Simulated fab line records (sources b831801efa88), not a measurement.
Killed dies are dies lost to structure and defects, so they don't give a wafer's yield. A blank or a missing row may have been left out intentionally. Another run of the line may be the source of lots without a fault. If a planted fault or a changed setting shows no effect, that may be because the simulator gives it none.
fab line records	flow sky130
record: lots: 15	wafers: 45	last-day: 50
route steps=708 shown CONTACT@407 METAL1@436
lots that met no fault: from a run of the same line without faults
start-h: hours from the record's opening day to when the first of the lot's shown wafers began	wait-h: time in hours since the lot's previous step	" unchanged from the row above	L1.1+2: one row covering several wafers at once	- no value present, or no start provided	* or withheld: withheld	< > ~ a bound
route shown NAME@n: a module of which the file shows steps, and the number in the route of the first	usual: the fault-free wafers' mean and standard deviation	same: alike in all rows	chamber/n: place in a boat	sites: per-site readings	_std_site: the standard deviation of these	_edge_site: the outer-site mean with the inner-site mean subtracted	radius-mm: how far each site lies from the wafer's centre	mask NAME#n: copy n	behind: the most recent tool/chamber to have shaped the wafer	hold: why the lot went on hold/how many hours it stayed there/how the hold came to an end	device: which transistor (n, p or np) failed to switch	end of line: tests run on the same wafers once the route is complete	a step with no rows: only its recipe	killed: count of dies lost to structure and defects at first sort (not the wafer's yield)	map: dies across one wafer; x = killed, . = not, _ = none there
set.NAME: the run value of the setting; set.NAME@STEP: its run value at that earlier step	model.NAME: the simulator's own value behind a step, which no gauge read
the route's steps for a sample of lots (tables are steps, rows are wafers)
services: from which hour (start-h, from the record's first day; less than 0 if before it) a tool's chamber was out of use, for how many hours, and why
== steps ==
step: SKY_CONTACT_THK_MEAS_01
recipe: reads: Si3N4_of_CONTACT_CVD_00
usual: CONTACT_CVD_00_THK: 75.2/1
lot.wafer	tool	chamber	start-h	wait-h	CONTACT_CVD_00_THK[nm]
L209.2	film-metro-01	-	700.39	-	76.3
L209.3	"	-	"	"	76.6
L209.4	"	-	"	"	76.4
L210.1	film-metro-01	-	710.72	-	74.9
L210.3	"	-	"	"	75.5
L210.5	"	-	"	"	76.7
L211.1	film-metro-03	-	714.32	-	75.0
L211.2	"	-	"	"	75.9
L211.3	"	-	"	"	75.4
L213.2	film-metro-04	-	737.92	-	74.2
L213.3	"	-	"	"	76.0
L213.5	"	-	"	"	76.0
L214.1	film-metro-04	-	739.20	-	73.6
L214.3	"	-	"	"	74.3
L214.6	"	-	"	"	75.5
L217.4	film-metro-03	-	769.60	-	77.2
L217.5	"	-	"	"	76.6
L217.6	"	-	"	"	76.9
L219.2	film-metro-03	-	785.57	-	74.2
L219.5	"	-	"	"	75.5
L219.6	"	-	"	"	75.8
L221.2	film-metro-01	-	804.93	-	74.7
L221.3	"	-	"	"	74.5
L221.4	"	-	"	"	75.1
L222.4	film-metro-01	-	816.07	-	75.9
L222.5	"	-	"	"	76.3
L222.6	"	-	"	"	76.5
L224.1	film-metro-01	-	821.30	-	73.2
L224.3	"	-	"	"	74.3
L224.6	"	-	"	"	75.1
L226.1	film-metro-04	-	841.10	-	74.9
L226.2	"	-	"	"	74.6
L226.5	"	-	"	"	75.9
L228.3	film-metro-04	-	850.18	-	74.8
L228.5	"	-	"	"	75.6
L228.6	"	-	"	"	75.4
L229.2	film-metro-04	-	856.68	-	75.2
L229.3	"	-	"	"	75.0
L229.4	"	-	"	"	75.6
L231.2	film-metro-01	-	870.06	-	73.0
L231.4	"	-	"	"	75.3
L231.6	"	-	"	"	74.8
L232.1	film-metro-01	-	877.87	-	75.7
L232.3	"	-	"	"	75.3
L232.6	"	-	"	"	75.9
step: SKY_CONTACT_CD_MEAS_14
recipe: target-cd-nm: 170
usual: cd-nm: 169.8/1.9
lot.wafer	tool	chamber	start-h	wait-h	cd-nm
L209.2	cd-sem-01	-	728.34	-	170.9
L209.3	"	-	"	"	169.9
L209.4	"	-	"	"	170.0
L210.1	cd-sem-01	-	738.27	-	175.5
L210.3	"	-	"	"	175.0
L210.5	"	-	"	"	174.1
L211.1	cd-sem-02	-	742.26	-	166.9
L211.2	"	-	"	"	168.2
L211.3	"	-	"	"	166.8
L213.2	cd-sem-01	-	765.23	-	169.2
L213.3	"	-	"	"	170.7
L213.5	"	-	"	"	170.1
L214.1	cd-sem-01	-	766.51	-	172.2
L214.3	"	-	"	"	172.9
L214.6	"	-	"	"	171.7
L217.4	cd-sem-02	-	796.48	-	171.9
L217.5	"	-	"	"	170.9
L217.6	"	-	"	"	170.5
L219.2	cd-sem-01	-	812.54	-	166.8
L219.5	"	-	"	"	168.0
L219.6	"	-	"	"	167.3
L221.2	cd-sem-02	-	831.84	-	169.0
L221.3	"	-	"	"	170.3
L221.4	"	-	"	"	169.8
L222.4	cd-sem-02	-	843.37	-	170.8
L222.5	"	-	"	"	169.6
L222.6	"	-	"	"	170.3
L224.1	cd-sem-02	-	847.66	-	169.1
L224.3	"	-	"	"	171.9
L224.6	"	-	"	"	171.2
L226.1	cd-sem-01	-	867.57	-	169.8
L226.2	"	-	"	"	170.4
L226.5	"	-	"	"	171.0
L228.3	cd-sem-02	-	876.66	-	170.9
L228.5	"	-	"	"	170.4
L228.6	"	-	"	"	167.7
L229.2	cd-sem-01	-	884.34	-	172.0
L229.3	"	-	"	"	171.8
L229.4	"	-	"	"	171.2
L231.2	cd-sem-02	-	896.84	-	170.8
L231.4	"	-	"	"	170.0
L231.6	"	-	"	"	170.4
L232.1	cd-sem-01	-	904.93	-	171.5
L232.3	"	-	"	"	169.1
L232.6	"	-	"	"	169.7
step: SKY_CONTACT_SPUTTER_23
recipe: material: TiN	target-thk-nm: 20	chamber-pressure-pa: 5	power-w: 4000	time-s: 80
usual: throttle-valve-pct: 30.2/0.92
lot.wafer	tool	chamber	start-h	wait-h	throttle-valve-pct
L209.2	pvd-sputter-04	-	729.25	0.0	30.4
L209.3	"	-	"	"	29.4
L209.4	"	-	"	"	30.1
L210.1	pvd-sputter-04	-	739.15	0.0	29.6
L210.3	"	-	"	"	29.8
L210.5	"	-	"	"	30.6
L211.1	pvd-sputter-04	-	743.14	0.0	30.6
L211.2	"	-	"	"	29.7
L211.3	"	-	"	"	30.1
L213.2	pvd-sputter-02	-	766.09	0.0	31.9
L213.3	"	-	"	"	31.8
L213.5	"	-	"	"	30.9
L214.1	pvd-sputter-03	-	767.39	0.0	29.4
L214.3	"	-	"	"	29.4
L214.6	"	-	"	"	29.5
L217.4	pvd-sputter-04	-	797.30	0.0	30.5
L217.5	"	-	"	"	29.7
L217.6	"	-	"	"	30.9
L219.2	pvd-sputter-02	-	813.40	0.0	31.9
L219.5	"	-	"	"	32.0
L219.6	"	-	"	"	31.2
L221.2	pvd-sputter-04	-	832.73	0.0	30.6
L221.3	"	-	"	"	29.5
L221.4	"	-	"	"	30.0
L222.4	pvd-sputter-03	-	844.19	0.0	29.6
L222.5	"	-	"	"	29.6
L222.6	"	-	"	"	29.5
L224.1	pvd-sputter-04	-	848.54	0.0	29.8
L224.3	"	-	"	"	30.9
L224.6	"	-	"	"	30.1
L226.1	pvd-sputter-03	-	868.58	0.0	29.5
L226.2	"	-	"	"	30.8
L226.5	"	-	"	"	29.4
L228.3	pvd-sputter-04	-	877.50	0.0	30.8
L228.5	"	-	"	"	29.5
L228.6	"	-	"	"	29.8
L229.2	pvd-sputter-04	-	885.24	0.0	29.4
L229.3	"	-	"	"	30.7
L229.4	"	-	"	"	30.0
L231.2	pvd-sputter-02	-	897.70	0.0	31.9
L231.4	"	-	"	"	29.2
L231.6	"	-	"	"	29.1
L232.1	pvd-sputter-03	-	905.81	0.0	29.3
L232.3	"	-	"	"	30.5
L232.6	"	-	"	"	30.4
step: SKY_METAL1_SPUTTER_02
recipe: material: AlCu	target-thk-nm: 250	power-w: 10600	time-s: 13.3	chamber-pressure-pa: 0.4
usual: throttle-valve-pct: 30.5/0.97
lot.wafer	tool	chamber	start-h	wait-h	throttle-valve-pct
L209.2	pvd-sputter-02	-	729.95	0.0	32.0
L209.3	"	-	"	"	31.7
L209.4	"	-	"	"	30.9
L210.1	pvd-sputter-01	-	739.85	0.0	31.0
L210.3	"	-	"	"	30.5
L210.5	"	-	"	"	30.9
L211.1	pvd-sputter-01	-	743.84	0.0	29.1
L211.2	"	-	"	"	30.9
L211.3	"	-	"	"	30.4
L213.2	pvd-sputter-04	-	766.79	0.0	30.4
L213.3	"	-	"	"	29.3
L213.5	"	-	"	"	30.6
L214.1	pvd-sputter-02	-	768.09	0.0	31.3
L214.3	"	-	"	"	31.9
L214.6	"	-	"	"	31.6
L217.4	pvd-sputter-02	-	798.01	0.0	30.9
L217.5	"	-	"	"	29.0
L217.6	"	-	"	"	32.1
L219.2	pvd-sputter-01	-	814.10	0.0	28.8
L219.5	"	-	"	"	31.0
L219.6	"	-	"	"	30.4
L221.2	pvd-sputter-01	-	833.43	0.0	30.6
L221.3	"	-	"	"	28.9
L221.4	"	-	"	"	31.0
L222.4	pvd-sputter-02	-	844.89	0.0	28.9
L222.5	"	-	"	"	29.2
L222.6	"	-	"	"	31.1
L224.1	pvd-sputter-02	-	849.24	0.0	31.7
L224.3	"	-	"	"	32.0
L224.6	"	-	"	"	29.3
L226.1	pvd-sputter-02	-	869.28	0.0	32.2
L226.2	"	-	"	"	29.3
L226.5	"	-	"	"	31.4
L228.3	pvd-sputter-02	-	878.42	0.0	30.7
L228.5	"	-	"	"	31.7
L228.6	"	-	"	"	31.9
L229.2	pvd-sputter-02	-	885.94	0.0	31.2
L229.3	"	-	"	"	31.6
L229.4	"	-	"	"	29.4
L231.2	pvd-sputter-01	-	898.40	0.0	30.8
L231.4	"	-	"	"	29.0
L231.6	"	-	"	"	30.9
L232.1	pvd-sputter-04	-	906.51	0.0	30.0
L232.3	"	-	"	"	30.7
L232.6	"	-	"	"	30.2
step: SKY_METAL1_RS_MEAS_05
recipe: thk-meas-gauge: four-point-probe	reads: TiN_of_METAL1_SPUTTER_04+Ti_of_METAL1_SPUTTER_03+AlCu_of_METAL1_SPUTTER_02+TiN_of_METAL1_SPUTTER_01+Ti_of_METAL1_SPUTTER_00
usual: METAL1_ALCU_RS: 0.1258/0.0013
lot.wafer	tool	chamber	start-h	wait-h	hold	METAL1_ALCU_RS[ohm/sq]
L209.2	film-metro-02	-	730.06	0.0	-	0.1246
L209.3	"	-	"	"	-	0.1275
L209.4	"	-	"	"	-	0.1276
L210.1	film-metro-04	-	739.94	0.0	-	0.1250
L210.3	"	-	"	"	-	0.1260
L210.5	"	-	"	"	-	0.1247
L211.1	film-metro-02	-	743.93	0.0	-	0.1274
L211.2	"	-	"	"	-	0.1253
L211.3	"	-	"	"	-	0.1258
L213.2	film-metro-03	-	766.91	0.1	-	0.1267
L213.3	"	-	"	"	-	0.1256
L213.5	"	-	"	"	-	0.1240
L214.1	film-metro-04	-	768.18	0.0	-	0.1270
L214.3	"	-	"	"	-	0.1237
L214.6	"	-	"	"	-	0.1270
L217.4	film-metro-04	-	798.15	0.1	-	0.1248
L217.5	"	-	"	"	-	0.1235
L217.6	"	-	"	"	-	0.1243
L219.2	film-metro-04	-	814.21	0.0	-	0.1291
L219.5	"	-	"	"	-	0.1268
L219.6	"	-	"	"	-	0.1286
L221.2	film-metro-03	-	833.55	0.0	-	0.1236
L221.3	"	-	"	"	-	0.1247
L221.4	"	-	"	"	-	0.1241
L222.4	film-metro-02	-	845.04	0.1	-	0.1260
L222.5	"	-	"	"	-	0.1259
L222.6	"	-	"	"	-	0.1262
L224.1	film-metro-02	-	849.33	0.0	-	0.1245
L224.3	"	-	"	"	-	0.1227
L224.6	"	-	"	"	-	0.1238
L226.1	film-metro-04	-	869.37	0.0	await-dispo/0.2h/release	0.1248
L226.2	"	-	"	"	await-dispo/0.2h/release	0.0824
L226.5	"	-	"	"	await-dispo/0.2h/release	0.1274
L226.1	film-metro-04	-	869.65	0.3	-	0.1249
L226.2	"	-	"	"	-	0.0823
L226.5	"	-	"	"	-	0.1269
L228.3	film-metro-02	-	878.55	0.1	await-dispo/0.2h/release	0.1252
L228.5	"	-	"	"	await-dispo/0.2h/release	0.1259
L228.6	"	-	"	"	await-dispo/0.2h/release	0.0812
L228.3	film-metro-02	-	878.84	0.3	-	0.1250
L228.5	"	-	"	"	-	0.1260
L228.6	"	-	"	"	-	0.0809
L229.2	film-metro-04	-	886.05	0.0	await-dispo/0.2h/release	0.0825
L229.3	"	-	"	"	await-dispo/0.2h/release	0.1276
L229.4	"	-	"	"	await-dispo/0.2h/release	0.0822
L229.2	film-metro-04	-	886.34	0.3	-	0.0827
L229.3	"	-	"	"	-	0.1276
L229.4	"	-	"	"	-	0.0823
L231.2	film-metro-02	-	898.52	0.0	-	0.1254
L231.4	"	-	"	"	-	0.1252
L231.6	"	-	"	"	-	0.1254
L232.1	film-metro-03	-	906.60	0.0	-	0.1255
L232.3	"	-	"	"	-	0.1250
L232.6	"	-	"	"	-	0.1260
step: SKY_METAL1_THK_MEAS_06
recipe: thk-meas-gauge: xrf	reads: AlCu_of_METAL1_SPUTTER_02
usual: METAL1_ALCU_THK: 248/3.1
lot.wafer	tool	chamber	start-h	wait-h	hold	METAL1_ALCU_THK[nm]
L209.2	film-metro-02	-	730.17	0.1	-	249
L209.3	"	-	"	"	-	243
L209.4	"	-	"	"	-	243
L210.1	film-metro-04	-	740.06	0.1	-	251
L210.3	"	-	"	"	-	249
L210.5	"	-	"	"	-	252
L211.1	film-metro-02	-	744.05	0.1	-	245
L211.2	"	-	"	"	-	248
L211.3	"	-	"	"	-	246
L213.2	film-metro-03	-	767.02	0.1	-	251
L213.3	"	-	"	"	-	254
L213.5	"	-	"	"	-	253
L214.1	film-metro-04	-	768.30	0.1	-	247
L214.3	"	-	"	"	-	255
L214.6	"	-	"	"	-	246
L217.4	film-metro-04	-	798.24	0.1	-	252
L217.5	"	-	"	"	-	255
L217.6	"	-	"	"	-	251
L219.2	film-metro-04	-	814.32	0.1	-	243
L219.5	"	-	"	"	-	247
L219.6	"	-	"	"	-	245
L221.2	film-metro-03	-	833.66	0.1	-	257
L221.3	"	-	"	"	-	254
L221.4	"	-	"	"	-	254
L222.4	film-metro-02	-	845.13	0.1	-	248
L222.5	"	-	"	"	-	247
L222.6	"	-	"	"	-	246
L224.1	film-metro-02	-	849.45	0.1	-	248
L224.3	"	-	"	"	-	252
L224.6	"	-	"	"	-	251
L226.1	film-metro-04	-	871.26	1.6	await-dispo/0.2h/release	251
L226.2	"	-	"	"	await-dispo/0.2h/release	377
L226.5	"	-	"	"	await-dispo/0.2h/release	246
L226.1	film-metro-04	-	871.49	0.2	-	250
L226.2	"	-	"	"	-	378
L226.5	"	-	"	"	-	246
L228.3	film-metro-02	-	881.35	2.5	await-dispo/0.2h/release	249
L228.5	"	-	"	"	await-dispo/0.2h/release	247
L228.6	"	-	"	"	await-dispo/0.2h/release	381
L228.3	film-metro-02	-	881.58	0.2	-	249
L228.5	"	-	"	"	-	248
L228.6	"	-	"	"	-	377
L229.2	film-metro-04	-	891.43	5.1	await-dispo/0.2h/release	376
L229.3	"	-	"	"	await-dispo/0.2h/release	245
L229.4	"	-	"	"	await-dispo/0.2h/release	376
L229.2	film-metro-04	-	891.66	0.2	-	375
L229.3	"	-	"	"	-	246
L229.4	"	-	"	"	-	378
L231.2	film-metro-02	-	898.63	0.1	-	246
L231.4	"	-	"	"	-	248
L231.6	"	-	"	"	-	246
L232.1	film-metro-03	-	906.72	0.1	-	251
L232.3	"	-	"	"	-	253
L232.6	"	-	"	"	-	250
step: SKY_METAL1_METAL_ETCH_19
recipe: target-depth-a: 3600	stop-on: SiO2	over-etch-frac: 0.3	time-s: 78	chemistry: Cl2/BCl3	resist-sidewall-deg: 88	pressure-mtorr: 10	icp-w: 900	bias-w: 48.5	Cl2_flow_sccm: 60	bcl3-flow-sccm: 30
usual: bcl3-flow-sccm: 30.00/0.088	drypump-motor-current-A: 5.94/0.24	mfc-cl2-sccm: 59.99/0.19	oes-product-au: 0.857/0.0059	rf-fwd-power-W: 894.7/3	throttle-valve-pct: 22.266/0.009
lot.wafer	tool	chamber	start-h	wait-h	bcl3-flow-sccm	drypump-motor-current-A	mfc-cl2-sccm	oes-product-au	rf-fwd-power-W	rf-hours-counter-h	throttle-valve-pct
L209.2	rie-metal-02	1	757.37	0.0	29.95	5.68	59.47	0.857	899.3	16	22.265
L209.3	"	1	"	"	29.87	5.71	60.07	0.850	895.8	-	22.262
L209.4	"	0	"	"	30.14	5.86	59.86	0.848	893.9	-	22.246
L210.1	rie-metal-01	1	767.18	0.0	29.99	5.82	60.22	0.864	890.3	14	22.273
L210.3	"	1	"	"	30.09	5.82	59.65	0.845	893.5	-	22.277
L210.5	"	1	"	"	30.01	5.84	59.90	0.864	890.2	-	22.283
L211.1	rie-metal-04	1	771.13	0.0	30.12	5.97	60.18	0.848	897.8	4	22.260
L211.2	"	0	"	"	30.07	6.39	60.00	0.857	890.0	10	22.267
L211.3	"	0	"	"	30.03	6.40	60.45	0.860	893.0	-	22.273
L213.2	rie-metal-04	0	793.53	0.0	30.08	6.38	59.95	0.851	895.2	11	22.270
L213.3	"	1	"	"	30.00	5.97	60.04	0.860	900.2	-	22.271
L213.5	"	1	"	"	29.96	5.96	60.16	0.863	896.1	-	22.268
L214.1	rie-metal-01	0	794.62	0.0	29.89	5.75	60.21	0.856	896.3	10	22.268
L214.3	"	0	"	"	30.03	5.75	60.13	0.863	892.8	-	22.257
L214.6	"	0	"	"	29.92	5.76	60.24	0.846	892.1	-	22.279
L217.4	rie-metal-01	1	824.04	0.1	29.94	5.79	59.80	0.860	896.0	-	22.267
L217.5	"	0	"	"	29.99	5.75	59.81	0.857	894.4	-	22.256
L217.6	"	1	"	"	30.12	5.80	59.99	0.860	894.0	-	22.252
L219.2	rie-metal-04	1	840.93	0.0	30.02	5.97	60.11	0.851	901.7	7	22.265
L219.5	"	1	"	"	29.88	5.98	59.89	0.859	899.7	-	22.255
L219.6	"	0	"	"	30.08	6.40	60.05	0.848	893.3	-	22.266
L221.2	rie-metal-02	1	859.86	0.0	30.10	5.71	60.32	0.857	893.7	1	22.261
L221.3	"	1	"	"	30.04	5.71	60.25	0.864	893.5	-	22.282
L221.4	"	0	"	"	29.95	5.89	60.16	0.863	893.7	-	22.269
L222.4	rie-metal-01	1	872.01	0.1	29.92	5.81	59.57	0.848	895.1	-	22.250
L222.5	"	1	"	"	29.99	5.81	59.67	0.851	900.5	-	22.267
L222.6	"	0	"	"	30.15	5.75	60.39	0.862	893.7	-	22.260
L224.1	rie-metal-02	1	876.23	0.0	30.04	5.67	60.00	0.867	895.7	2	22.260
L224.3	"	1	"	"	29.98	5.69	59.91	0.873	894.4	-	22.275
L224.6	"	0	"	"	30.07	5.88	60.00	0.861	894.8	-	22.266
L226.1	rie-metal-01	0	895.73	0.0	30.00	5.75	60.08	0.858	888.9	16	22.262
L226.2	"	1	"	"	29.97	5.79	60.16	0.985	892.2	2	22.261
L226.5	"	1	"	"	29.93	5.79	59.85	0.856	894.4	-	22.264
L228.3	rie-metal-02	1	905.22	0.1	30.05	5.73	60.15	0.863	892.9	-	22.280
L228.5	"	1	"	"	29.95	5.71	60.30	0.845	900.7	-	22.267
L228.6	"	1	"	"	30.02	5.70	60.34	0.989	897.6	-	22.248
L229.2	rie-metal-01	0	912.17	0.0	29.91	5.76	60.11	0.991	894.4	17	22.262
L229.3	"	0	"	"	29.92	5.74	59.98	0.865	896.9	-	22.281
L229.4	"	1	"	"	30.11	5.83	59.83	0.977	895.6	-	22.272
L231.2	rie-metal-04	0	923.97	0.0	29.94	6.38	59.77	0.858	890.9	16	22.274
L231.4	"	0	"	"	30.07	6.39	60.08	0.854	892.2	-	22.259
L231.6	"	0	"	"	29.99	6.37	60.08	0.865	894.3	-	22.264
L232.1	rie-metal-04	1	931.97	0.0	30.01	5.90	60.05	0.857	890.7	11	22.282
L232.3	"	0	"	"	29.93	6.39	60.07	0.861	893.3	-	22.261
L232.6	"	0	"	"	29.95	6.39	59.71	0.857	891.1	-	22.252
== services ==
tool	chamber	start-h	hours	kind
rie-metal-04	0	709.55	22.0	repair
pvd-sputter-04	-	751.46	0.8	repair
rie-metal-02	1	766.59	6.6	repair
rie-metal-04	0	780.77	10.0	repair
rie-metal-04	-	784.73	2.8	pm
pvd-sputter-02	3	794.48	-	consumable-replace:kit
pvd-sputter-02	3	794.48	18.0	scheduled-down
pvd-sputter-02	3	794.48	18.0	vent-cycle
pvd-sputter-03	-	799.32	3.9	repair
pvd-sputter-01	-	809.58	3.2	repair
pvd-sputter-03	-	809.70	5.5	repair
rie-metal-04	-	820.32	0.5	repair
pvd-sputter-04	3	832.59	-	consumable-replace:kit
pvd-sputter-04	3	832.59	18.0	scheduled-down
pvd-sputter-04	3	832.59	18.0	vent-cycle
pvd-sputter-02	-	836.35	0.5	repair
rie-metal-01	1	839.24	-	clean
rie-metal-01	1	839.24	19.3	scheduled-down
rie-metal-04	-	851.79	3.0	repair
pvd-sputter-01	-	863.00	1.5	repair
pvd-sputter-04	-	865.26	4.3	repair
pvd-sputter-03	-	888.46	4.6	repair
rie-metal-02	0	897.49	18.9	repair
pvd-sputter-03	-	910.81	6.7	repair
== key ==
first-sign: step: SKY_METAL1_RS_MEAS_05	reading: visit	direction: added
effect: step: SKY_METAL1_RS_MEAS_05	reading: METAL1_ALCU_RS	direction: down	sigmas: 34	usual: 0.1258	struck: 0.0821
effect: step: SKY_METAL1_THK_MEAS_06	reading: visit	direction: added
effect: step: SKY_METAL1_THK_MEAS_06	reading: METAL1_ALCU_THK	direction: up	sigmas: 42	usual: 248	struck: 377
effect: step: SKY_METAL1_METAL_ETCH_19	reading: oes-product-au	direction: up	sigmas: 22	usual: 0.857	struck: 0.985
met-at SKY_METAL1_SPUTTER_02
struck-lots L226,L228,L229
struck-wafers L226.2,L228.6,L229.2,L229.4
later-rows-left-out L226.2,L228.6,L229.2,L229.4
sort-left-out L226.2,L228.6,L229.2,L229.4
not-acting-at SKY_CONTACT_THK_MEAS_01,SKY_CONTACT_CD_MEAS_14,SKY_CONTACT_SPUTTER_23
onset-between 849.24 869.28
fault: kind: process-parameter-drift	tool: pvd-sputter-02	chamber: -	onset-h: 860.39	steps: SKY_METAL1_SPUTTER_02	channel: target-thk-nm	offset: 131.5	shape: step	end-h: 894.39	scope: struck-wafers-only	acts-in: these-recipes-only	stated: 250
sort-left-out: the simulated sort isn't trusted on such a fault, so these wafers' sort isn't shown, and their yield isn't known
later-rows-left-out: the simulator's readings of these wafers behind a module that went badly wrong aren't trusted and aren't shown, but for the sort
